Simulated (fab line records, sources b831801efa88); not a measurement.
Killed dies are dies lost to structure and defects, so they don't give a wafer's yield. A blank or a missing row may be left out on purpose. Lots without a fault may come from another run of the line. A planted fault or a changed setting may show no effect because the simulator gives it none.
One fault seen from 2 desks | flow sky130 | each desk has only its own numbers; what lay behind them comes last

THE TOOL OWNER'S DESK: rie_metal-01
The tool's own readings at SKY_METAL1_ETCH_18 (etches BARC in N2/H2, stops on SiO2, time 45.9 s, target depth 60 nm): means of the sampled wafers that have a number, for each lot that ran on this tool. A lot is out of limits, marked OUT, if its mean lies more than 4 standard deviations from the usual mean; the brackets give that distance.
Columns: A = drypump_motor_current_A at SKY_METAL1_ETCH_18, usual 5.3 A; B = oes_product_au at SKY_METAL1_ETCH_18, usual 0.854 a.u.; C = throttle_valve_pct at SKY_METAL1_ETCH_18, usual 13.225 %
lot  | first seen here | A   | B                | C
L924 | day 36 20:48    | 5.3 | 0.856            | 13.226
L929 | day 38 06:27    | 5.1 | 0.856            | 13.225
L931 | day 38 16:20    | 5.2 | 0.812 (-8.7) OUT | 13.224
L932 | day 38 23:08    | 5.2 | 0.812 (-8.7) OUT | 13.219
This desk's finding: out of limits on L931, L932; first on L931, day 38 16:20 (oes_product_au at SKY_METAL1_ETCH_18). In limits: L924, L929.

THE METROLOGY DESK
What the gauges read, lot by lot, whatever tool the lot ran on: means of the sampled wafers that have a number. A lot is out of limits, marked OUT, if its mean lies more than 4 standard deviations from the usual mean; the brackets give that distance.
Columns: A = CONTACT_HDPCVD_THK at SKY_CONTACT_THK_MEAS_03, usual 564 nm
lot  | first seen here | A
L916 | day 31 23:56    | 569
L917 | day 32 12:12    | 565
L918 | day 33 00:14    | 566
L919 | day 33 03:37    | 568
L920 | day 33 12:22    | 564
L921 | day 33 17:14    | 565
L924 | day 34 14:47    | 559
L929 | day 36 00:46    | 561
L931 | day 36 12:29    | 558
L932 | day 36 18:50    | 565
L935 | day 38 05:21    | 557
This desk's finding: nothing out of limits on any of the 11 lots.

PUT TOGETHER
The tool owner's desk could have raised an alarm at day 38 16:20, on L931, L932.
The metrology desk saw nothing out of limits.
The metrology desk has L931, L932 on record, within its limits.
Of the lots named, all ran SKY_METAL1_ETCH_18 on rie_metal-01.

WHAT THE SIMULATOR HAD PUT IN
Process parameter drift: rie_metal-01, from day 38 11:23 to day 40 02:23, at SKY_METAL1_ETCH_18. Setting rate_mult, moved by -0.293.
Lots struck among those shown: L931, L932.
Hours from the fault's start to each desk's first reading out of limits: the tool owner's desk, 5.
